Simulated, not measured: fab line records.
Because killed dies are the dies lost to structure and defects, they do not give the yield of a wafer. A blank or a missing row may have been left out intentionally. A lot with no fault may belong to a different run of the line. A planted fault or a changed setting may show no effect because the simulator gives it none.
Lot-split experiment ; flow sky130 ; 5 lots, 23 wafers read, on a route of 708 steps

== ABOUT THE SPLIT ==
At SKY_RES_XHIGH_IMPLANT_07, the setting energy_kev was moved away from the recipe's 20 on 4 of the 23 wafers read, by +1.5% to +4.2%. The other wafers ran this setting at the recipe's value.

The reading is taken at the split's own step.

== THE READING ==
The simulator's own value implant.drp_nm, read by no gauge, in nm at SKY_RES_XHIGH_IMPLANT_07. The file does not state a usual value for it.

wafer;tool, chamber at the split;energy_kev as run;against the recipe;implant.drp_nm, nm;against lot-mates on the recipe
L077.2;implanter-02, 0;20;recipe;9.746;-
L077.3;implanter-02, 0;20;recipe;9.746;-
L077.5;implanter-02, 0;20;recipe;9.746;-
L080.1;implanter-04, 0;20;recipe;9.746;-
L080.5;implanter-04, 0;20;recipe;9.746;-
L080.6;implanter-04, 0;20;recipe;9.746;-
L080.2;implanter-04, 0;20.31;+1.5%;9.852;+0.106
L080.3;implanter-04, 0;20.31;+1.5%;9.852;+0.106
L081.1;implanter-04, 0;20;recipe;9.746;-
L081.3;implanter-04, 0;20;recipe;9.746;-
L081.4;implanter-04, 0;20;recipe;9.746;-
L081.2;implanter-04, 0;20.84;+4.2%;10.03;+0.284
L081.5;implanter-04, 0;20.84;+4.2%;10.03;+0.284
L082.2;implanter-04, 0;20;recipe;9.746;-
L082.3;implanter-04, 0;20;recipe;9.746;-
L082.4;implanter-04, 0;20;recipe;9.746;-
L082.5;implanter-04, 0;20;recipe;9.746;-
L082.6;implanter-04, 0;20;recipe;9.746;-
L084.1;implanter-03, 0;20;recipe;9.746;-
L084.2;implanter-03, 0;20;recipe;9.746;-
L084.4;implanter-03, 0;20;recipe;9.746;-
L084.5;implanter-03, 0;20;recipe;9.746;-
L084.6;implanter-03, 0;20;recipe;9.746;-

THE FIT
A straight line over all 23 wafers: implant.drp_nm changes by +0.0677 nm for each +1% of energy_kev; r = +1.00; the points scatter about the line by 0.00034 nm.
The same after taking each lot's own level away (the mean of its wafers on the recipe; 23 wafers): +0.0677 nm for each +1%; r = +1.00; scatter 0.00034 nm.
That fit puts the effect of the largest move of energy_kev on the reading at 0.28 nm.
The lots' own levels span 9.7460 to 9.7460 nm.
Hence the lot-to-lot level has little effect on the slope; both slopes agree.
Check: with one of the wafers moved furthest among these (+4.2%) left out of the fit, the line predicts +0.285 nm for it against its lot-mates. It came out at +0.284 nm against them.

== OTHER SPLITS APPLIED TO THESE WAFERS ==
These wafers also went through other splits before the reading. Each is held against what the fit with the lots' levels taken away leaves over:
other split on the same wafers;wafers away from the commonest value;r with implant.drp_nm (lot level and that fit taken away)
SKY_LDD_LDN_COAT_02 spin_rpm;8;+0.04
SKY_LDD_LDN_IMPLANT_09 dose_cm2;8;-0.32
SKY_SPACER_CVD_00 pressure_mtorr;18;+0.22
SKY_SD_P_IMPLANT_09 energy_kev;7;+0.28

== THE WHOLE CHAIN: every reading that the file lists as answering this split, in the file's order ==
step;what it does;reading;change (the file's fit);r (the file's)
SKY_RES_XHIGH_IMPLANT_07;;implant.rp_nm (the simulator's own value, which no gauge read);+0.132 nm for each +1% of the setting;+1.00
SKY_RES_XHIGH_IMPLANT_07;;implant.drp_nm (the simulator's own value, which no gauge read);+0.068 nm for each +1% of the setting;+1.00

== THE FILE'S OWN FIT ==
implant.drp_nm changes by +0.068 nm for each +1% of energy_kev, r = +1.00.
